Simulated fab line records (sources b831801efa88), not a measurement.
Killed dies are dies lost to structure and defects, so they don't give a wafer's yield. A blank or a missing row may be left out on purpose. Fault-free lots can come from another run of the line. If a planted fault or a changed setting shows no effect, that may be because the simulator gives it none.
What tool caused it?	flow sky130	18 wafers from 6 lots sampled at 3 of the route's 708 steps

## WHAT EACH GAUGE READ, for each wafer
SKY_VIA4_OVL_MEAS_11.
lot	measured	on	VIA4_OVL (nm)
L500	day 43 05:31	overlay-01	0.5 0.3 -0.7
L502	day 44 19:09	overlay-01	1.9 2.3 1.8
L506	day 45 03:11	overlay-02	1.7 0.4 0.5
L510	day 46 03:43	overlay-02	2.6 3.0 0.9
L512	day 46 13:07	overlay-02	-0.9 -1.7 -1.4
L518	day 47 20:38	overlay-01	0.3 -1.1 2.5

## WHAT TOOL EACH LOT RAN ON (gives the tool, then ch and the chambers of the sampled wafers, and finally the start)
lot	SKY_SONOS_ONO_WET_ETCH_16	SKY_METAL4_SPUTTER_02
L500	wet_bench-03 ch 2, day 13 06:04	pvd_sputter-04, day 40 04:54
L502	wet_bench-03 ch 0, day 13 21:07	pvd_sputter-02, day 41 19:43
L506	wet_bench-04 ch 1, day 15 07:22	pvd_sputter-01, day 42 04:00
L510	wet_bench-04 ch 2, day 16 13:59	pvd_sputter-01, day 43 07:42
L512	wet_bench-02 ch 1, day 17 04:29	pvd_sputter-04, day 43 19:27
L518	wet_bench-02 ch 3, day 19 16:17	pvd_sputter-02, day 45 09:43
- SKY_SONOS_ONO_WET_ETCH_16: etches SiO2 in dHF, target depth 14 nm, time 292.8 s.
- SKY_METAL4_SPUTTER_02: material AlCu, target thk 735 nm, time 39.1 s.

## THE ANSWER, worked out from the rows above alone
Rule: the usual values come from the lots themselves. The widest of any qualifying gaps counts: lots, ordered by their means at a reading, are off when they make up no more than a third of the lots, leave a main group of 4 or more, and stand apart from it by 3 or more times the standard deviation of that group's means. The tables above print the reading to a certain number of digits; a main group whose means all agree to those digits is not used. Also off: a lot with no number at a reading for which 4 or more lots have one. Any other lot the step has rows for is counted as sound.
No lot is off on any of the readings shown, so nothing can be concluded from this.

## WHAT HAD BEEN PUT IN BY THE SIMULATOR
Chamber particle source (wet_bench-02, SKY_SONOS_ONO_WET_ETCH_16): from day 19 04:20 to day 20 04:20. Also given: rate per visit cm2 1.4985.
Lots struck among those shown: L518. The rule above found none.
